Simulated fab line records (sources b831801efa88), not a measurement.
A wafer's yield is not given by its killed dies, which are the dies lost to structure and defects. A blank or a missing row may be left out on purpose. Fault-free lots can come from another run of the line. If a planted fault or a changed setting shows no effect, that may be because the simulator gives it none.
Chamber matching | flow sky130 | rie_diel-03 running SKY_VIA2_ETCH_14: 4 sister chambers
The step etches BARC in N2/H2, stops on SiO2, time 45.9 s, target depth 60 nm. 16 wafers are shown with their chamber, then 8 later ones without.

== WAFERS, EACH WITH ITS CHAMBER ==
wafer  | chamber | drypump_motor_current_A (A) | throttle_valve_pct (%) | chamber_pressure_mTorr (mTorr)
L075.3 | 0       | 5.6                         | 13.233                 | 30.035
L075.4 | 2       | 5.5                         | 13.233                 | 30.042
L075.5 | 3       | 5.8                         | 13.216                 | 29.990
L079.2 | 2       | 5.5                         | 13.235                 | 30.030
L079.4 | 1       | 6.1                         | 13.243                 | 30.018
L079.6 | 2       | 5.5                         | 13.226                 | 29.982
L082.2 | 3       | 5.8                         | 13.215                 | 30.000
L082.3 | 2       | 5.5                         | 13.226                 | 29.987
L082.6 | 3       | 5.9                         | 13.214                 | 29.992
L086.2 | 2       | 5.5                         | 13.213                 | 30.001
L086.5 | 1       | 6.1                         | 13.234                 | 30.004
L086.6 | 2       | 5.5                         | 13.219                 | 30.000
L091.2 | 0       | 5.6                         | 13.204                 | 29.966
L091.4 | 2       | 5.5                         | 13.221                 | 29.967
L091.5 | 2       | 5.5                         | 13.223                 | 30.066
L094.1 | 3       | 5.9                         | 13.225                 | 30.007

SIGNATURES (averages over the wafers above)
reading                 | chamber 0 | chamber 1 | chamber 2 | chamber 3 | scatter within a chamber
drypump_motor_current_A | 5.600     | 6.100     | 5.500     | 5.850     | 0.0289
throttle_valve_pct      | 13.21850  | 13.23850  | 13.22450  | 13.21750  | 0.00867
chamber_pressure_mTorr  | 30.00050  | 30.01100  | 30.00937  | 29.99725  | 0.0297
Rule: a wafer's distance from a chamber is the root of the sum, over the readings, of the square of ((its reading less the chamber's mean) divided by the reading's scatter). If the next closest chamber is less than 2 further off than the closest, the wafer can't be placed; otherwise it belongs to the closest. The scatter: take each reading less its chamber's mean, square it, sum over the shown wafers, divide by the number of wafers less the number of chambers, and take the root.

== WAFERS WHOSE CHAMBER IS MISSING ==
wafer  | drypump_motor_current_A (A) | throttle_valve_pct (%) | chamber_pressure_mTorr (mTorr)
L094.2 | 5.7                         | 13.220                 | 30.010
L094.6 | 5.9                         | 13.213                 | 30.007
L095.1 | 5.9                         | 13.217                 | 30.023
L095.2 | 5.6                         | 13.205                 | 30.027
L095.3 | 5.5                         | 13.214                 | 29.980
L096.3 | 5.5                         | 13.220                 | 30.018
L096.4 | 5.5                         | 13.232                 | 30.026
L096.5 | 5.9                         | 13.222                 | 29.992

== WHICH CHAMBER EACH ONE RAN IN ==
wafer  | from the rows above     | in truth
L094.2 | can't be placed: 0 or 3 | 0
L094.6 | 3                       | 3
L095.1 | 3                       | 3
L095.2 | 0                       | 0
L095.3 | 2                       | 2
L096.3 | 2                       | 2
L096.4 | 2                       | 2
L096.5 | 3                       | 3
7 of 8 placed correctly. Can't be placed from these rows: 1 (the true chamber is among the candidates in 1). Placed wrongly: 0.
